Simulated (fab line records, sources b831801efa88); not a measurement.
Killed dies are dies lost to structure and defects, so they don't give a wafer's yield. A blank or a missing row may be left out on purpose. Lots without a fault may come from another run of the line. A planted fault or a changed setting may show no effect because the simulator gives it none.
Tool commonality check | flow gf180mcu | 12 lots, 36 wafers sampled

WHY IT WAS OPENED
At GF_VT_IMPLANT_RS_MEAS_46 the reading MVSD_RS is flagged on 2 of 12 lots. Wafers without a fault read 456.7 ohm/sq, standard deviation 1.2.
Rule: a lot is flagged when every wafer of it that has a number lies more than 4 standard deviations from that mean, or none has a number. The other lots count as sound.

lot  | measured     | on            | MVSD_RS (ohm/sq), wafer by wafer | flag
L109 | day 7 22:48  | film_metro-03 | 455.8 455.5 456.0                |
L111 | day 8 10:38  | film_metro-03 | 456.6 456.1 454.5                |
L112 | day 8 18:50  | film_metro-04 | 459.0 457.8 458.2                |
L114 | day 9 04:49  | film_metro-01 | 456.5 454.8 454.7                |
L115 | day 9 13:14  | film_metro-01 | 455.1 456.0 456.3                |
L120 | day 10 19:50 | film_metro-04 | 454.3 456.4 455.9                |
L123 | day 11 16:29 | film_metro-03 | 501.6 503.0 501.8                | FLAGGED
L124 | day 12 01:20 | film_metro-03 | 504.9 505.2 504.6                | FLAGGED
L125 | day 12 07:00 | film_metro-01 | 456.4 455.8 454.8                |
L126 | day 12 11:42 | film_metro-04 | 455.6 455.7 455.3                |
L129 | day 13 08:21 | film_metro-03 | 457.2 457.6 457.8                |
L131 | day 14 00:11 | film_metro-03 | 455.4 456.5 455.4                |
The numbers of the flagged lots are 503.5 ohm/sq on average: +46.8 ohm/sq against the usual, or +39 standard deviations.

WHICH TOOL RAN EACH LOT
The record holds 2 process steps before the reading, out of a route of 602 steps. In each cell: the tool, then ch and the chambers that the sampled wafers went through, then the start.
lot  | flag    | GF_NWELL_STRIP_10                   | GF_MVSD_IMPLANT_09
L109 |         | plasma_asher-04 ch 0,1, day 3 15:54 | implanter-03 ch 0, day 4 18:35
L111 |         | plasma_asher-01 ch 0,1, day 4 00:55 | implanter-03 ch 0, day 5 05:04
L112 |         | plasma_asher-01 ch 0,1, day 4 06:56 | implanter-01 ch 0, day 5 11:26
L114 |         | plasma_asher-04 ch 0,1, day 4 16:07 | implanter-01 ch 0, day 5 20:59
L115 |         | plasma_asher-01 ch 0,1, day 4 23:19 | implanter-02 ch 0, day 6 05:09
L120 |         | plasma_asher-01 ch 0,1, day 6 01:06 | implanter-01 ch 0, day 7 07:42
L123 | FLAGGED | plasma_asher-04 ch 0,1, day 6 17:53 | implanter-03 ch 0, day 8 02:00
L124 | FLAGGED | plasma_asher-03 ch 0,1, day 6 23:54 | implanter-03 ch 0, day 8 09:18
L125 |         | plasma_asher-03 ch 0,1, day 7 05:10 | implanter-01 ch 0, day 8 13:32
L126 |         | plasma_asher-04 ch 0,1, day 7 10:28 | implanter-02 ch 0, day 8 19:14
L129 |         | plasma_asher-03 ch 0, day 8 03:08   | implanter-01 ch 0, day 9 11:56
L131 |         | plasma_asher-01 ch 0,1, day 8 14:01 | implanter-02 ch 0, day 10 00:42
What these steps do:
- GF_NWELL_STRIP_10: strips in O2/N2.
- GF_MVSD_IMPLANT_09
- GF_VT_IMPLANT_RS_MEAS_46: measures by four-point-probe.

FLAGGED OVER TOTAL, TOOL BY TOOL (the gauges that took the reading come last)
step                     | tool            | lots run | flagged | share of the flagged lots | sound lots run after its first flagged lot
GF_NWELL_STRIP_10        | plasma_asher-01 | 5        | 0       | none                      | -
GF_NWELL_STRIP_10        | plasma_asher-03 | 3        | 1       | some                      | 2 (L125,L129)
GF_NWELL_STRIP_10        | plasma_asher-04 | 4        | 1       | some                      | 1 (L126)
GF_MVSD_IMPLANT_09       | implanter-01    | 5        | 0       | none                      | -
GF_MVSD_IMPLANT_09       | implanter-02    | 3        | 0       | none                      | -
GF_MVSD_IMPLANT_09       | implanter-03    | 4        | 2       | all                       | 0
GF_VT_IMPLANT_RS_MEAS_46 | film_metro-01   | 3        | 0       | none                      | -
GF_VT_IMPLANT_RS_MEAS_46 | film_metro-03   | 6        | 2       | all                       | 2 (L129,L131)
GF_VT_IMPLANT_RS_MEAS_46 | film_metro-04   | 3        | 0       | none                      | -

WHAT THE TABLE ALLOWS
2 rows of the table ran every flagged lot: implanter-03 at GF_MVSD_IMPLANT_09, film_metro-03 at GF_VT_IMPLANT_RS_MEAS_46.
- implanter-03 at GF_MVSD_IMPLANT_09: 2 of its 4 lots flagged. Its last sound lot is L111 (day 5 05:04), its first flagged lot L123 (day 8 02:00): a fault that began between those two fits. Its own readings lie more than 4 standard deviations out on every wafer of the flagged lots: dose_ions_cm2, faraday_current_uA.
- film_metro-03 at GF_VT_IMPLANT_RS_MEAS_46: 2 of its 6 lots flagged. Sound lots ran on it after the first flagged one (L129, L131), which a lasting fault on the whole tool wouldn't allow.
One tool is left: implanter-03 at GF_MVSD_IMPLANT_09.

WHAT THE SIMULATOR HAD PUT IN
Process parameter drift: implanter-03, from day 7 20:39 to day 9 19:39, at GF_MVSD_IMPLANT_09. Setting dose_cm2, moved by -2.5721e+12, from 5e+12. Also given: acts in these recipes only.
Lots struck among those shown: L123, L124. The rule above found the same.
